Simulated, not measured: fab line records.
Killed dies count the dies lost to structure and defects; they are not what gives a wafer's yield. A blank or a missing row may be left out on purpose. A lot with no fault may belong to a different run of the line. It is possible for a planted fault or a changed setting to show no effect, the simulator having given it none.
Which tool is to blame?	flow gf180mcu	12 lots with 36 wafers sampled at 2 steps, on a route of 602 steps

WHAT THE GAUGES READ, wafer by wafer
GF_V3_RS_MEAS_24: measures by four-point-probe. Usual: V3_W_RS 0.329 ohm/sq, standard deviation 0.0046.
lot	measured	on	V3_W_RS (ohm/sq)	flag
L657	day 23 05:36	film metro-04	0.327 0.324 0.321	
L658	day 23 22:13	film metro-04	0.337 0.333 0.329	
L659	day 24 01:16	film metro-01	0.329 0.327 0.334	
L660	day 24 08:58	film metro-04	0.320 0.328 0.324	
L662	day 25 15:46	film metro-01	0.339 0.332 0.327	
L664	day 25 19:18	film metro-01	0.335 0.333 0.333	
L666	day 26 07:35	film metro-01	0.328 0.335 0.332	
L667	day 26 16:06	film metro-04	0.332 0.333 0.331	
L668	day 26 21:14	film metro-04	0.329 0.332 0.330	
L676	day 29 08:32	film metro-01	0.328 0.330 0.327	
L677	day 29 13:10	film metro-02	0.322 0.327 0.327	
L678	day 29 23:15	film metro-01	0.329 0.331 0.325	

EACH LOT AND THE TOOL THAT RAN IT (in order: tool; ch and the chambers of the sampled wafers; start)
lot	GF_V1_EXPOSE_11
L657	krf scanner-02 ch 0, day 18 11:47
L658	krf scanner-02 ch 0, day 19 04:25
L659	krf scanner-01 ch 0, day 19 09:49
L660	krf scanner-01 ch 0, day 19 17:14
L662	krf scanner-01 ch 0, day 20 23:12
L664	krf scanner-02 ch 0, day 21 05:50
L666	krf scanner-02 ch 0, day 21 19:26
L667	krf scanner-01 ch 0, day 22 03:41
L668	krf scanner-01 ch 0, day 22 12:14
L676	krf scanner-01 ch 0, day 25 06:15
L677	krf scanner-02 ch 0, day 25 12:14
L678	krf scanner-02 ch 0, day 26 00:13
- GF_V1_EXPOSE_11: exposes mask Via1, target cd 260 nm.

WHAT THE TOOLS THEMSELVES READ (means of the sampled wafers that have a number; where no wafer has one, the mark that the record gives instead)
GF_V1_EXPOSE_11. Usual: 37.98 for exposure dose mJ cm2, sd 0.035.
lot	tool	exposure dose mJ cm2	flag
L657	krf scanner-02	37.98	
L658	krf scanner-02	37.98	
L659	krf scanner-01	37.98	
L660	krf scanner-01	37.97	
L662	krf scanner-01	37.94	
L664	krf scanner-02	37.98	
L666	krf scanner-02	37.94	
L667	krf scanner-01	37.99	
L668	krf scanner-01	37.99	
L676	krf scanner-01	36.82	OFF
L677	krf scanner-02	37.99	
L678	krf scanner-02	37.99	

THE ANSWER, worked out from the rows above alone
Rule: lot off if the mean of its wafers having a number is beyond 3 standard deviations from the usual mean. A lot without any number at a reading at which 4 lots or more have one is off too. Where the step has rows for the other lots, those lots are counted as sound. The gauges are gone through in route order, then the tools' own readings, and for those a lot's mean is taken as printed above. The first step at which some lot is off is used, and at that step the reading that is off furthest; a lot without a number counts as furthest.
Off, at GF_V1_EXPOSE_11 on exposure dose mJ cm2: L676.
If a tool, at that step or one of the process steps before it, ran each lot that is off and ran no sound lot following the first of them, it fits. One fits: krf scanner-01 at GF_V1_EXPOSE_11. A fault onset in the window from L668 (day 22 12:14, its last sound lot) to L676 (day 25 06:15, its first lot off) fits.
The tool's own readings at GF_V1_EXPOSE_11 bear it out: on the lots that are off they differ by more than 5 times the standard deviation of the sound lots' means. exposure dose mJ cm2 reads 36.82 there against 37.98 on the sound lots.

WHAT THE SIMULATOR HAD PUT IN
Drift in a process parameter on krf scanner-01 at GF_V1_EXPOSE_11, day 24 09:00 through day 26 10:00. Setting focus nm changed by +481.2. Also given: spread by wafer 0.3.
Struck lots among those shown: L676. The rule above reached the same finding.
